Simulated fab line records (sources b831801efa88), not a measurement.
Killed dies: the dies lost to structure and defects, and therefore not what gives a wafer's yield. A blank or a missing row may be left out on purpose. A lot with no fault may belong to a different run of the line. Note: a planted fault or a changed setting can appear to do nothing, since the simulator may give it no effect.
Which tool was responsible?	flow gf180mcu	13 lots with 39 wafers sampled at 3 steps, on a route of 602 steps

## WHAT EACH GAUGE READ, for each wafer
GF_PSD_RS_MEAS_14: the measuring method here is four-point-probe. Usual: NSD_RS gives 46.12 ohm/sq (standard deviation 0.089).
lot	measured	on	NSD_RS (ohm/sq)	flag
L357	day 14 09:23	film-metro-01	46.15 46.27 46.27	
L361	day 15 15:30	film-metro-01	46.13 46.10 46.14	
L362	day 15 18:44	film-metro-01	46.28 46.15 46.10	
L363	day 16 04:41	film-metro-03	40.46 40.53 40.53	OFF
L366	day 17 06:27	film-metro-01	40.69 40.68 40.59	OFF
L367	day 17 15:01	film-metro-01	40.50 40.62 40.57	OFF
L373	day 19 21:55	film-metro-02	46.23 46.18 46.24	
L374	day 20 01:44	film-metro-03	46.06 46.05 46.09	
L375	day 20 15:39	film-metro-01	46.10 46.10 46.09	
L376	day 20 23:19	film-metro-01	46.01 46.10 46.15	
L377	day 21 03:59	film-metro-02	46.11 46.21 46.24	
L378	day 21 11:28	film-metro-03	46.10 46.15 46.10	
L379	day 21 22:05	film-metro-01	46.11 46.18 46.19	

GF_PSD_RS_MEAS_15: the measuring method here is four-point-probe. Usual: PSD_RS gives 108.6 ohm/sq (standard deviation 0.31).
lot	measured	on	PSD_RS (ohm/sq)	flag
L357	day 14 09:31	film-metro-01	109.0 109.3 109.2	
L361	day 15 15:37	film-metro-01	108.8 108.5 108.5	
L362	day 15 18:51	film-metro-01	108.3 108.4 108.5	
L363	day 16 04:49	film-metro-03	98.4 98.5 98.5	OFF
L366	day 17 06:34	film-metro-01	99.1 98.8 99.0	OFF
L367	day 17 15:08	film-metro-01	98.2 98.3 98.4	OFF
L373	day 19 22:02	film-metro-02	109.0 109.1 108.7	
L374	day 20 01:52	film-metro-03	108.5 108.5 108.4	
L375	day 20 15:46	film-metro-01	108.7 108.6 108.5	
L376	day 20 23:26	film-metro-01	108.5 108.4 108.8	
L377	day 21 04:07	film-metro-02	108.7 108.7 108.4	
L378	day 21 11:35	film-metro-03	108.6 108.6 108.7	
L379	day 21 22:12	film-metro-01	108.5 108.7 108.7	

## TOOL THAT RAN EACH LOT (tool first, then ch and the chambers of the sampled wafers, then the start)
lot	GF_PSD_RTA_13
L357	rtp-anneal-01 ch 0, day 14 09:19
L361	rtp-anneal-02 ch 0, day 15 15:25
L362	rtp-anneal-02 ch 0, day 15 18:39
L363	rtp-anneal-02 ch 0, day 16 04:35
L366	rtp-anneal-02 ch 0, day 17 06:22
L367	rtp-anneal-02 ch 0, day 17 14:55
L373	rtp-anneal-01 ch 0, day 19 21:50
L374	rtp-anneal-01 ch 0, day 20 01:38
L375	rtp-anneal-02 ch 0, day 20 15:34
L376	rtp-anneal-01 ch 0, day 20 23:13
L377	rtp-anneal-01 ch 0, day 21 03:55
L378	rtp-anneal-02 ch 0, day 21 11:22
L379	rtp-anneal-01 ch 0, day 21 21:59
- GF_PSD_RTA_13: time 20 s.

## WHAT THE TOOLS THEMSELVES READ (means of the sampled wafers that have a number; where no wafer has one, the mark that the record gives instead)
GF_PSD_RTA_13. Usual: lamp-power-pct 28.0 %, standard deviation 2; run-length-s 48.8 s, standard deviation 0.39; wafer_temp_C_max 1029.2, standard deviation 0.89.
lot	tool	lamp-power-pct (%)	run-length-s (s)	wafer_temp_C_max	flag
L357	rtp-anneal-01	26.0	49.2	1029.3	
L361	rtp-anneal-02	30.0	48.4	1029.2	
L362	rtp-anneal-02	30.0	48.5	1028.9	
L363	rtp-anneal-02	30.1	83.1	1028.9	OFF
L366	rtp-anneal-02	30.0	82.9	1028.9	OFF
L367	rtp-anneal-02	30.0	83.0	1028.5	OFF
L373	rtp-anneal-01	26.0	49.1	1028.3	
L374	rtp-anneal-01	26.0	49.1	1028.7	
L375	rtp-anneal-02	30.0	48.5	1028.1	
L376	rtp-anneal-01	26.0	49.0	1029.9	
L377	rtp-anneal-01	26.0	49.2	1028.5	
L378	rtp-anneal-02	30.0	48.2	1028.9	
L379	rtp-anneal-01	26.0	49.1	1029.3	

## THE ANSWER, worked out from the rows above alone
Rule: a lot is off if the mean of its wafers that have a number lies more than 3 standard deviations from the usual mean. Also off: a lot with no number at a reading for which 4 or more lots have one. The other lots that the step has rows for count as sound. Order of review: gauges by route order, followed by the tools' own readings, for which a lot's mean as printed above is used. The first step at which some lot is off is used, and at that step the reading that is off furthest; a lot without a number counts as furthest.
Off: L363, L366, L367, at GF_PSD_RS_MEAS_14 (NSD_RS).
A tool fits if, at a process step before that reading, it ran every lot that is off, and no sound lot after the first of them. The gauges at GF_PSD_RS_MEAS_14 aren't tried: what is off there is off at GF_PSD_RTA_13 too, on other tools, and a gauge's error can't cause that. Of those tried, none fits.

## WHAT THE SIMULATOR PUT IN
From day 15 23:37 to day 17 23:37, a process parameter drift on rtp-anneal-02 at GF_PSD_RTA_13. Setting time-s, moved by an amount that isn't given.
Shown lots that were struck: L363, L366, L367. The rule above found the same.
